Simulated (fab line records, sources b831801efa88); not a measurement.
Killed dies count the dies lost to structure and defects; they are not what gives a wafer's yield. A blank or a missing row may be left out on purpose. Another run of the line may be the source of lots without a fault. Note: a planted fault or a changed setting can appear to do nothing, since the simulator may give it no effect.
Chamber matching + flow gf180mcu + rie diel-01 running GF_PASSIVATION_ETCH_11: 4 sister chambers
The step etches the open film in CF4/O2, stops on TiN, target depth 1800 nm, time 400 s. 4 wafers are shown with their chamber, then 9 later ones without.

## WAFERS PAIRED WITH THEIR CHAMBERS
| wafer  | chamber | throttle valve pct (%) |
|--------|---------|------------------------|
| L085.4 | 3       | 5.965                  |
| L087.1 | 0       | 5.964                  |
| L087.2 | 1       | 5.953                  |
| L087.3 | 2       | 5.951                  |

## WAFERS WITHOUT THEIR CHAMBER
| wafer  | throttle valve pct (%) |
|--------|------------------------|
| L090.1 | 5.948                  |
| L090.3 | 5.947                  |
| L090.6 | 5.953                  |
| L093.2 | 5.949                  |
| L093.4 | 5.953                  |
| L093.5 | 5.958                  |
| L094.1 | 5.957                  |
| L094.3 | 5.963                  |
| L094.5 | 5.976                  |

## WHICH CHAMBER EACH ONE RAN IN
| wafer  | from the rows above               | in truth |
|--------|-----------------------------------|----------|
| L090.1 | can't be placed: 2 or 1           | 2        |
| L090.3 | can't be placed: 2 or 1           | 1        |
| L090.6 | can't be placed: 1 or 2           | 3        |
| L093.2 | can't be placed: 2 or 1           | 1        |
| L093.4 | can't be placed: 1 or 2           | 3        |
| L093.5 | can't be placed: 1 or 0 or 3 or 2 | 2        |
| L094.1 | can't be placed: 1 or 2 or 0 or 3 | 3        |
| L094.3 | can't be placed: 0 or 3 or 1      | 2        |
| L094.5 | can't be placed: 3 or 0           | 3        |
Placed correctly: 0 of 9. Not placeable from these rows: 9 (in 6, the candidates include the true chamber). 0 placed wrongly.
How it was worked out, from the rows above alone: a wafer's distance from a chamber is the root of the sum, over the readings, of the square of ((its reading less the chamber's mean) divided by the reading's scatter). If the next closest chamber is less than 2 further off than the closest, the wafer can't be placed; otherwise it belongs to the closest. A chamber's mean is the mean of its shown wafers. The scatter (one wafer shown for each chamber): square how far every hidden wafer sits from the nearest shown wafer, average those squares and take the square root.
